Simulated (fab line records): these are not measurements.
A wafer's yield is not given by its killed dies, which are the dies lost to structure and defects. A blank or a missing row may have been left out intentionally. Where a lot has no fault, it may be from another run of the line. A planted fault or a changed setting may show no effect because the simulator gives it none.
Which of the tools did it? :: flow sky130 :: Sampling: 24 lots, 72 wafers, 6 of 708 route steps

WHAT THE GAUGES SHOWED, per wafer
SKY_CONTACT_THK_MEAS_01. Usual: CONTACT_CVD_00_THK 75.1 nm, standard deviation 1.1.
lot: L074
measured: day 32 03:43
on: film metro-01
CONTACT_CVD_00_THK (nm): 73.9 74.5 74.4
flag: 

lot: L075
measured: day 32 09:54
on: film metro-01
CONTACT_CVD_00_THK (nm): 74.7 74.6 74.8
flag: 

lot: L076
measured: day 32 12:40
on: film metro-01
CONTACT_CVD_00_THK (nm): 74.4 75.0 75.1
flag: 

lot: L077
measured: day 33 14:05
on: film metro-02
CONTACT_CVD_00_THK (nm): 74.4 74.2 75.7
flag: 

lot: L078
measured: day 33 16:55
on: film metro-01
CONTACT_CVD_00_THK (nm): 75.8 76.0 74.9
flag: 

lot: L079
measured: day 33 19:47
on: film metro-03
CONTACT_CVD_00_THK (nm): 77.4 77.4 78.4
flag: 

lot: L080
measured: day 33 22:55
on: film metro-02
CONTACT_CVD_00_THK (nm): 74.0 74.1 75.0
flag: 

lot: L081
measured: day 34 14:57
on: film metro-02
CONTACT_CVD_00_THK (nm): 76.4 75.9 76.5
flag: 

lot: L082
measured: day 34 20:50
on: film metro-01
CONTACT_CVD_00_THK (nm): 73.9 73.6 76.4
flag: 

lot: L083
measured: day 34 22:49
on: film metro-02
CONTACT_CVD_00_THK (nm): 73.2 74.0 74.7
flag: 

lot: L084
measured: day 35 11:25
on: film metro-02
CONTACT_CVD_00_THK (nm): 74.4 73.7 75.5
flag: 

lot: L085
measured: day 35 20:29
on: film metro-01
CONTACT_CVD_00_THK (nm): 75.2 78.1 76.4
flag: 

lot: L086
measured: day 36 04:17
on: film metro-02
CONTACT_CVD_00_THK (nm): 74.1 75.8 75.6
flag: 

lot: L088
measured: day 36 08:49
on: film metro-02
CONTACT_CVD_00_THK (nm): 74.5 76.0 75.9
flag: 

lot: L087
measured: day 36 14:52
on: film metro-03
CONTACT_CVD_00_THK (nm): 73.8 75.3 75.1
flag: 

lot: L089
measured: day 36 16:38
on: film metro-03
CONTACT_CVD_00_THK (nm): 75.0 76.2 75.9
flag: 

lot: L090
measured: day 37 03:27
on: film metro-03
CONTACT_CVD_00_THK (nm): 75.4 76.2 76.8
flag: 

lot: L091
measured: day 37 07:06
on: film metro-03
CONTACT_CVD_00_THK (nm): 74.5 74.7 74.5
flag: 

lot: L092
measured: day 37 12:29
on: film metro-01
CONTACT_CVD_00_THK (nm): 73.4 73.8 74.4
flag: 

lot: L093
measured: day 37 19:29
on: film metro-02
CONTACT_CVD_00_THK (nm): 74.9 73.9 75.6
flag: 

lot: L094
measured: day 38 00:48
on: film metro-01
CONTACT_CVD_00_THK (nm): 74.0 73.7 74.6
flag: 

lot: L095
measured: day 38 12:42
on: film metro-01
CONTACT_CVD_00_THK (nm): 74.6 74.1 76.1
flag: 

lot: L096
measured: day 38 16:46
on: film metro-03
CONTACT_CVD_00_THK (nm): 74.1 73.4 73.7
flag: 

lot: L097
measured: day 38 23:05
on: film metro-02
CONTACT_CVD_00_THK (nm): 74.6 73.6 74.2
flag: 

SKY_CONTACT_OVL_MEAS_15. Usual: CONTACT_OVL -3 nm, standard deviation 5.2.
lot: L074
measured: day 33 06:59
on: overlay-01
CONTACT_OVL (nm): -2 -7 7
flag: 

lot: L075
measured: day 33 13:13
on: overlay-02
CONTACT_OVL (nm): -3 0 -4
flag: 

lot: L076
measured: day 33 16:53
on: overlay-01
CONTACT_OVL (nm): 0 0 7
flag: 

lot: L077
measured: day 34 17:10
on: overlay-01
CONTACT_OVL (nm): -3 -5 -2
flag: 

lot: L078
measured: day 34 20:32
on: overlay-02
CONTACT_OVL (nm): -9 -5 -12
flag: 

lot: L079
measured: day 34 23:47
on: overlay-01
CONTACT_OVL (nm): -2 -9 -2
flag: 

lot: L080
measured: day 35 02:01
on: overlay-01
CONTACT_OVL (nm): 3 1 2
flag: 

lot: L081
measured: day 35 18:11
on: overlay-01
CONTACT_OVL (nm): 0 1 -6
flag: 

lot: L082
measured: day 36 00:34
on: overlay-02
CONTACT_OVL (nm): 0 1 -1
flag: 

lot: L083
measured: day 36 02:47
on: overlay-02
CONTACT_OVL (nm): -3 -5 -3
flag: 

lot: L084
measured: day 36 15:13
on: overlay-02
CONTACT_OVL (nm): -3 -4 -14
flag: 

lot: L085
measured: day 36 23:56
on: overlay-01
CONTACT_OVL (nm): -1 0 -5
flag: 

lot: L086
measured: day 37 08:09
on: overlay-02
CONTACT_OVL (nm): -10 -7 0
flag: 

lot: L088
measured: day 37 12:29
on: overlay-02
CONTACT_OVL (nm): -12 -9 -12
flag: 

lot: L087
measured: day 37 17:32
on: overlay-02
CONTACT_OVL (nm): 12 5 4
flag: 

lot: L089
measured: day 37 19:32
on: overlay-01
CONTACT_OVL (nm): 0 -4 -7
flag: 

lot: L090
measured: day 38 06:53
on: overlay-01
CONTACT_OVL (nm): 0 -11 -7
flag: 

lot: L091
measured: day 38 10:11
on: overlay-01
CONTACT_OVL (nm): -4 3 -2
flag: 

lot: L092
measured: day 38 15:34
on: overlay-02
CONTACT_OVL (nm): -5 2 4
flag: 

lot: L093
measured: day 38 22:20
on: overlay-02
CONTACT_OVL (nm): -1 -3 8
flag: 

lot: L094
measured: day 39 03:31
on: overlay-01
CONTACT_OVL (nm): -3 -8 -9
flag: 

lot: L095
measured: day 39 15:23
on: overlay-01
CONTACT_OVL (nm): -7 4 -4
flag: 

lot: L096
measured: day 39 19:38
on: overlay-01
CONTACT_OVL (nm): -15 -6 -9
flag: 

lot: L097
measured: day 40 01:31
on: overlay-02
CONTACT_OVL (nm): 0 -10 3
flag: 

SKY_METAL1_CD_MEAS_15: the cd target is 140 nm. Usual: cd nm at 140.4 nm, with a standard deviation of 1.5.
lot: L074
measured: day 34 10:40
on: cd sem-01
cd nm (nm): 140.8 140.7 140.0
flag: 

lot: L075
measured: day 34 17:46
on: cd sem-01
cd nm (nm): 139.8 138.7 141.9
flag: 

lot: L076
measured: day 34 21:12
on: cd sem-01
cd nm (nm): 139.7 139.0 137.3
flag: 

lot: L077
measured: day 35 22:24
on: cd sem-01
cd nm (nm): 139.7 140.0 142.2
flag: 

lot: L078
measured: day 36 01:40
on: cd sem-02
cd nm (nm): 141.5 140.2 141.4
flag: 

lot: L079
measured: day 36 04:04
on: cd sem-02
cd nm (nm): 139.5 140.9 140.1
flag: 

lot: L080
measured: day 36 06:29
on: cd sem-02
cd nm (nm): 136.6 138.6 137.5
flag: 

lot: L081
measured: day 36 22:20
on: cd sem-02
cd nm (nm): 140.5 140.6 141.7
flag: 

lot: L082
measured: day 37 04:59
on: cd sem-01
cd nm (nm): 142.0 141.3 140.9
flag: 

lot: L083
measured: day 37 07:42
on: cd sem-02
cd nm (nm): 138.3 139.8 140.4
flag: 

lot: L084
measured: day 37 19:45
on: cd sem-02
cd nm (nm): 139.8 139.8 138.0
flag: 

lot: L085
measured: day 38 04:40
on: cd sem-01
cd nm (nm): 139.8 139.2 140.0
flag: 

lot: L086
measured: day 38 13:03
on: cd sem-02
cd nm (nm): 140.2 139.8 141.6
flag: 

lot: L088
measured: day 38 16:57
on: cd sem-02
cd nm (nm): 139.2 140.4 140.6
flag: 

lot: L087
measured: day 38 21:32
on: cd sem-02
cd nm (nm): 140.5 140.5 139.8
flag: 

lot: L089
measured: day 38 23:57
on: cd sem-02
cd nm (nm): 139.6 139.1 140.9
flag: 

lot: L090
measured: day 39 10:11
on: cd sem-02
cd nm (nm): 138.2 139.2 139.2
flag: 

lot: L091
measured: day 39 13:49
on: cd sem-01
cd nm (nm): 145.2 143.0 143.9
flag: 

lot: L092
measured: day 39 19:08
on: cd sem-02
cd nm (nm): 139.0 138.3 138.4
flag: 

lot: L093
measured: day 40 02:19
on: cd sem-01
cd nm (nm): 141.6 141.1 141.5
flag: 

lot: L094
measured: day 40 07:11
on: cd sem-01
cd nm (nm): 142.2 142.1 144.1
flag: 

lot: L095
measured: day 40 18:03
on: cd sem-02
cd nm (nm): 141.2 141.4 140.5
flag: 

lot: L096
measured: day 40 22:58
on: cd sem-01
cd nm (nm): 140.8 141.1 141.0
flag: 

lot: L097
measured: day 41 04:09
on: cd sem-02
cd nm (nm): 139.3 139.2 138.4
flag: 

SKY_METAL1_OVL_MEAS_16. Usual: METAL1_OVL 2 nm, standard deviation 5.4.
lot: L074
measured: day 34 10:47
on: overlay-02
METAL1_OVL (nm): 6 0 4
flag: 

lot: L075
measured: day 34 17:53
on: overlay-01
METAL1_OVL (nm): 1 1 5
flag: 

lot: L076
measured: day 34 21:19
on: overlay-02
METAL1_OVL (nm): 2 -3 -2
flag: 

lot: L077
measured: day 35 22:31
on: overlay-02
METAL1_OVL (nm): 4 4 -3
flag: 

lot: L078
measured: day 36 01:44
on: overlay-01
METAL1_OVL (nm): 2 2 -2
flag: 

lot: L079
measured: day 36 04:11
on: overlay-01
METAL1_OVL (nm): -1 0 -3
flag: 

lot: L080
measured: day 36 06:36
on: overlay-01
METAL1_OVL (nm): 3 -8 2
flag: 

lot: L081
measured: day 36 22:26
on: overlay-01
METAL1_OVL (nm): -11 -3 -14
flag: 

lot: L082
measured: day 37 05:06
on: overlay-01
METAL1_OVL (nm): 2 0 -2
flag: 

lot: L083
measured: day 37 07:49
on: overlay-02
METAL1_OVL (nm): -1 1 6
flag: 

lot: L084
measured: day 37 19:52
on: overlay-01
METAL1_OVL (nm): 6 10 10
flag: 

lot: L085
measured: day 38 04:47
on: overlay-02
METAL1_OVL (nm): -2 -1 2
flag: 

lot: L086
measured: day 38 13:10
on: overlay-02
METAL1_OVL (nm): 8 14 5
flag: 

lot: L088
measured: day 38 17:02
on: overlay-01
METAL1_OVL (nm): -2 2 -1
flag: 

lot: L087
measured: day 38 21:38
on: overlay-02
METAL1_OVL (nm): 6 3 12
flag: 

lot: L089
measured: day 39 00:04
on: overlay-02
METAL1_OVL (nm): 4 9 6
flag: 

lot: L090
measured: day 39 10:19
on: overlay-01
METAL1_OVL (nm): 4 0 2
flag: 

lot: L091
measured: day 39 13:56
on: overlay-02
METAL1_OVL (nm): 1 0 -1
flag: 

lot: L092
measured: day 39 19:16
on: overlay-01
METAL1_OVL (nm): 4 7 5
flag: 

lot: L093
measured: day 40 02:25
on: overlay-02
METAL1_OVL (nm): 10 7 7
flag: 

lot: L094
measured: day 40 07:19
on: overlay-01
METAL1_OVL (nm): 8 1 11
flag: 

lot: L095
measured: day 40 18:10
on: overlay-02
METAL1_OVL (nm): 0 -5 3
flag: 

lot: L096
measured: day 40 23:04
on: overlay-02
METAL1_OVL (nm): 3 2 -6
flag: 

lot: L097
measured: day 41 04:16
on: overlay-01
METAL1_OVL (nm): 4 3 2
flag: 

WHICH TOOL RAN EACH LOT (tool, then ch and the chambers of the sampled wafers, then the start)
lot: L074
SKY_LI_CONTACT_SPUTTER_19: pvd sputter-02, day 30 23:08
SKY_METAL1_SPUTTER_03: pvd sputter-03, day 33 08:28

lot: L075
SKY_LI_CONTACT_SPUTTER_19: pvd sputter-02, day 31 03:46
SKY_METAL1_SPUTTER_03: pvd sputter-01, day 33 14:56

lot: L076
SKY_LI_CONTACT_SPUTTER_19: pvd sputter-01, day 31 06:13
SKY_METAL1_SPUTTER_03: pvd sputter-02, day 33 18:22

lot: L077
SKY_LI_CONTACT_SPUTTER_19: pvd sputter-04, day 32 09:19
SKY_METAL1_SPUTTER_03: pvd sputter-01, day 34 18:59

lot: L078
SKY_LI_CONTACT_SPUTTER_19: pvd sputter-01, day 32 11:12
SKY_METAL1_SPUTTER_03: pvd sputter-03, day 34 22:17

lot: L079
SKY_LI_CONTACT_SPUTTER_19: pvd sputter-04, day 32 14:12
SKY_METAL1_SPUTTER_03: pvd sputter-02, day 35 01:25

lot: L080
SKY_LI_CONTACT_SPUTTER_19: pvd sputter-02, day 32 17:40
SKY_METAL1_SPUTTER_03: pvd sputter-02, day 35 03:30

lot: L081
SKY_LI_CONTACT_SPUTTER_19: pvd sputter-04, day 33 10:43
SKY_METAL1_SPUTTER_03: pvd sputter-01, day 35 19:42

lot: L082
SKY_LI_CONTACT_SPUTTER_19: pvd sputter-02, day 33 15:42
SKY_METAL1_SPUTTER_03: pvd sputter-01, day 36 02:05

lot: L083
SKY_LI_CONTACT_SPUTTER_19: pvd sputter-01, day 33 18:17
SKY_METAL1_SPUTTER_03: pvd sputter-01, day 36 04:25

lot: L084
SKY_LI_CONTACT_SPUTTER_19: pvd sputter-04, day 34 07:10
SKY_METAL1_SPUTTER_03: pvd sputter-01, day 36 16:53

lot: L085
SKY_LI_CONTACT_SPUTTER_19: pvd sputter-01, day 34 15:35
SKY_METAL1_SPUTTER_03: pvd sputter-01, day 37 01:28

lot: L086
SKY_LI_CONTACT_SPUTTER_19: pvd sputter-02, day 34 22:40
SKY_METAL1_SPUTTER_03: pvd sputter-03, day 37 10:02

lot: L088
SKY_LI_CONTACT_SPUTTER_19: pvd sputter-02, day 35 04:50
SKY_METAL1_SPUTTER_03: pvd sputter-02, day 37 13:58

lot: L087
SKY_LI_CONTACT_SPUTTER_19: pvd sputter-01, day 35 10:16
SKY_METAL1_SPUTTER_03: pvd sputter-02, day 37 19:02

lot: L089
SKY_LI_CONTACT_SPUTTER_19: pvd sputter-02, day 35 11:52
SKY_METAL1_SPUTTER_03: pvd sputter-03, day 37 21:01

lot: L090
SKY_LI_CONTACT_SPUTTER_19: pvd sputter-01, day 35 22:47
SKY_METAL1_SPUTTER_03: pvd sputter-03, day 38 08:22

lot: L091
SKY_LI_CONTACT_SPUTTER_19: pvd sputter-02, day 36 02:32
SKY_METAL1_SPUTTER_03: pvd sputter-02, day 38 11:40

lot: L092
SKY_LI_CONTACT_SPUTTER_19: pvd sputter-01, day 36 07:08
SKY_METAL1_SPUTTER_03: pvd sputter-03, day 38 17:04

lot: L093
SKY_LI_CONTACT_SPUTTER_19: pvd sputter-04, day 36 14:36
SKY_METAL1_SPUTTER_03: pvd sputter-03, day 38 23:49

lot: L094
SKY_LI_CONTACT_SPUTTER_19: pvd sputter-02, day 36 20:13
SKY_METAL1_SPUTTER_03: pvd sputter-03, day 39 05:03

lot: L095
SKY_LI_CONTACT_SPUTTER_19: pvd sputter-02, day 37 07:47
SKY_METAL1_SPUTTER_03: pvd sputter-03, day 39 16:52

lot: L096
SKY_LI_CONTACT_SPUTTER_19: pvd sputter-02, day 37 12:14
SKY_METAL1_SPUTTER_03: pvd sputter-01, day 39 21:08

lot: L097
SKY_LI_CONTACT_SPUTTER_19: pvd sputter-01, day 37 18:16
SKY_METAL1_SPUTTER_03: pvd sputter-01, day 40 03:00
- SKY_LI_CONTACT_SPUTTER_19: material Ti, target thk 20 nm, time 106.37 s.
- SKY_METAL1_SPUTTER_03: material Ti, target thk 5 nm, time 3.3 s.

WHAT THE TOOLS THEMSELVES READ (means of the sampled wafers that have a number; where no wafer has one, the mark that the record gives instead)
SKY_LI_CONTACT_SPUTTER_19. Usual: throttle valve pct at 30.4 %, with a standard deviation of 0.97.
lot: L074
tool: pvd sputter-02
throttle valve pct (%): 30.4
flag: 

lot: L075
tool: pvd sputter-02
throttle valve pct (%): 30.8
flag: 

lot: L076
tool: pvd sputter-01
throttle valve pct (%): 29.4
flag: 

lot: L077
tool: pvd sputter-04
throttle valve pct (%): 30.6
flag: 

lot: L078
tool: pvd sputter-01
throttle valve pct (%): 30.5
flag: 

lot: L079
tool: pvd sputter-04
throttle valve pct (%): 30.8
flag: 

lot: L080
tool: pvd sputter-02
throttle valve pct (%): 30.6
flag: 

lot: L081
tool: pvd sputter-04
throttle valve pct (%): 30.7
flag: 

lot: L082
tool: pvd sputter-02
throttle valve pct (%): 31.0
flag: 

lot: L083
tool: pvd sputter-01
throttle valve pct (%): 28.8
flag: 

lot: L084
tool: pvd sputter-04
throttle valve pct (%): 30.6
flag: 

lot: L085
tool: pvd sputter-01
throttle valve pct (%): 29.8
flag: 

lot: L086
tool: pvd sputter-02
throttle valve pct (%): 30.6
flag: 

lot: L088
tool: pvd sputter-02
throttle valve pct (%): 30.7
flag: 

lot: L087
tool: pvd sputter-01
throttle valve pct (%): 28.6
flag: 

lot: L089
tool: pvd sputter-02
throttle valve pct (%): 31.4
flag: 

lot: L090
tool: pvd sputter-01
throttle valve pct (%): 29.2
flag: 

lot: L091
tool: pvd sputter-02
throttle valve pct (%): 30.3
flag: 

lot: L092
tool: pvd sputter-01
throttle valve pct (%): 29.3
flag: 

lot: L093
tool: pvd sputter-04
throttle valve pct (%): 30.8
flag: 

lot: L094
tool: pvd sputter-02
throttle valve pct (%): 31.3
flag: 

lot: L095
tool: pvd sputter-02
throttle valve pct (%): 30.8
flag: 

lot: L096
tool: pvd sputter-02
throttle valve pct (%): 30.9
flag: 

lot: L097
tool: pvd sputter-01
throttle valve pct (%): 29.5
flag: 

SKY_METAL1_SPUTTER_03. Usual: throttle valve pct at 30.2 %, with a standard deviation of 1.1.
lot: L074
tool: pvd sputter-03
throttle valve pct (%): 30.7
flag: 

lot: L075
tool: pvd sputter-01
throttle valve pct (%): 29.8
flag: 

lot: L076
tool: pvd sputter-02
throttle valve pct (%): 30.7
flag: 

lot: L077
tool: pvd sputter-01
throttle valve pct (%): 30.4
flag: 

lot: L078
tool: pvd sputter-03
throttle valve pct (%): 30.7
flag: 

lot: L079
tool: pvd sputter-02
throttle valve pct (%): 30.2
flag: 

lot: L080
tool: pvd sputter-02
throttle valve pct (%): 30.1
flag: 

lot: L081
tool: pvd sputter-01
throttle valve pct (%): 29.0
flag: 

lot: L082
tool: pvd sputter-01
throttle valve pct (%): 30.0
flag: 

lot: L083
tool: pvd sputter-01
throttle valve pct (%): 29.5
flag: 

lot: L084
tool: pvd sputter-01
throttle valve pct (%): 29.4
flag: 

lot: L085
tool: pvd sputter-01
throttle valve pct (%): 29.6
flag: 

lot: L086
tool: pvd sputter-03
throttle valve pct (%): 30.4
flag: 

lot: L088
tool: pvd sputter-02
throttle valve pct (%): 30.5
flag: 

lot: L087
tool: pvd sputter-02
throttle valve pct (%): 31.5
flag: 

lot: L089
tool: pvd sputter-03
throttle valve pct (%): 31.1
flag: 

lot: L090
tool: pvd sputter-03
throttle valve pct (%): 30.6
flag: 

lot: L091
tool: pvd sputter-02
throttle valve pct (%): 30.3
flag: 

lot: L092
tool: pvd sputter-03
throttle valve pct (%): 30.5
flag: 

lot: L093
tool: pvd sputter-03
throttle valve pct (%): 30.8
flag: 

lot: L094
tool: pvd sputter-03
throttle valve pct (%): 29.8
flag: 

lot: L095
tool: pvd sputter-03
throttle valve pct (%): 29.9
flag: 

lot: L096
tool: pvd sputter-01
throttle valve pct (%): 30.3
flag: 

lot: L097
tool: pvd sputter-01
throttle valve pct (%): 30.3
flag: 

THE ANSWER, worked out from the rows above alone
Rule: a lot counts as off when the mean over its wafers that have a number is more than 3 standard deviations away from the usual mean. Also off: a lot with no number at a reading for which 4 or more lots have one. Where the step has rows for the other lots, those lots are counted as sound. First the gauges in route order, then the tools' own readings, where a lot's mean is used as printed above. The first step at which some lot is off is used, and at that step the reading that is off furthest; a lot without a number counts as furthest.
Nothing can be told from this: no lot is off at any reading shown.

WHAT WAS PUT IN BY THE SIMULATOR
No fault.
